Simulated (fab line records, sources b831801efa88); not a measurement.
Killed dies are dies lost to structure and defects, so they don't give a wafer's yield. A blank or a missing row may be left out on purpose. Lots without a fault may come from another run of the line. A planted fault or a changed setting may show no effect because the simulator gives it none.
Chamber matching | flow gf180mcu | GF_V4_CMP_04 on cmp-02: 4 sister chambers
The step polishes SiO2. 20 wafers are shown with their chamber, then 10 later ones without.

WAFERS WITH THEIR CHAMBER
wafer  | chamber | time_to_endpoint_s (s) | motor_current_A (A) | slurry_filter_dp_kPa (kPa)
L074.1 | 3       | 77                     | 10.8                | 13.57
L074.3 | 1       | 83                     | 10.7                | 13.67
L074.4 | 2       | 78                     | 10.7                | 13.62
L075.1 | 0       | 73                     | 11.3                | 13.54
L075.2 | 3       | 74                     | 10.9                | 13.21
L075.3 | 1       | 83                     | 9.8                 | 13.57
L077.2 | 2       | 79                     | 11.5                | 13.69
L077.4 | 1       | 91                     | 11.0                | 13.34
L077.5 | 0       | 87                     | 11.4                | 13.58
L078.2 | 1       | 88                     | 10.6                | 13.71
L078.3 | 2       | 74                     | 10.1                | 13.47
L078.6 | 3       | 89                     | 10.9                | 13.62
L081.2 | 1       | 89                     | 10.9                | 13.40
L081.3 | 3       | 79                     | 10.9                | 13.64
L081.6 | 3       | 86                     | 11.8                | 13.43
L083.2 | 3       | 78                     | 11.8                | 13.44
L083.5 | 1       | 85                     | 10.4                | 13.45
L083.6 | 0       | 75                     | 12.3                | 13.38
L088.1 | 0       | 82                     | 11.3                | 13.49
L088.2 | 3       | 80                     | 11.4                | 13.57

SIGNATURES (means of the wafers above)
reading              | chamber 0 | chamber 1 | chamber 2 | chamber 3 | scatter within a chamber
time_to_endpoint_s   | 79.25     | 86.50     | 77.00     | 80.43     | 4.74
motor_current_A      | 11.575    | 10.567    | 10.767    | 11.214    | 0.488
slurry_filter_dp_kPa | 13.4975   | 13.5233   | 13.5933   | 13.4971   | 0.136
Rule: a wafer's distance from a chamber is the root of the sum, over the readings, of the square of ((its reading less the chamber's mean) divided by the reading's scatter). The wafer belongs to the nearest chamber; if the next one is less than 2 further off, it can't be placed. The scatter: the root of (the sum of the squares of (reading less its chamber's mean) over the shown wafers, divided by (wafers less chambers)).

WAFERS WITHOUT THEIR CHAMBER
wafer  | time_to_endpoint_s (s) | motor_current_A (A) | slurry_filter_dp_kPa (kPa)
L088.5 | 83                     | 10.9                | 13.22
L090.2 | 77                     | 11.6                | 13.57
L090.5 | 76                     | 12.2                | 13.54
L090.6 | 84                     | 11.3                | 13.67
L093.2 | 75                     | 11.3                | 13.74
L093.3 | 70                     | 10.3                | 13.47
L093.5 | 84                     | 11.0                | 13.45
L097.3 | 73                     | 10.9                | 13.70
L097.4 | 81                     | 11.5                | 13.52
L097.6 | 77                     | 11.8                | 13.39

WHICH CHAMBER EACH WENT THROUGH
wafer  | from the rows above               | in truth
L088.5 | can't be placed: 3 or 1 or 0 or 2 | 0
L090.2 | can't be placed: 0 or 3 or 2      | 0
L090.5 | can't be placed: 0 or 3 or 2      | 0
L090.6 | can't be placed: 3 or 0 or 2 or 1 | 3
L093.2 | can't be placed: 2 or 0 or 3 or 1 | 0
L093.3 | can't be placed: 2 or 3 or 0 or 1 | 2
L093.5 | can't be placed: 3 or 1 or 0 or 2 | 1
L097.3 | can't be placed: 2 or 3 or 0      | 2
L097.4 | can't be placed: 0 or 3 or 2 or 1 | 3
L097.6 | can't be placed: 0 or 3 or 2      | 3
Placed correctly: 0 of 10. Can't be placed from these rows: 10 (the true chamber is among the candidates in 10). Placed wrongly: 0.
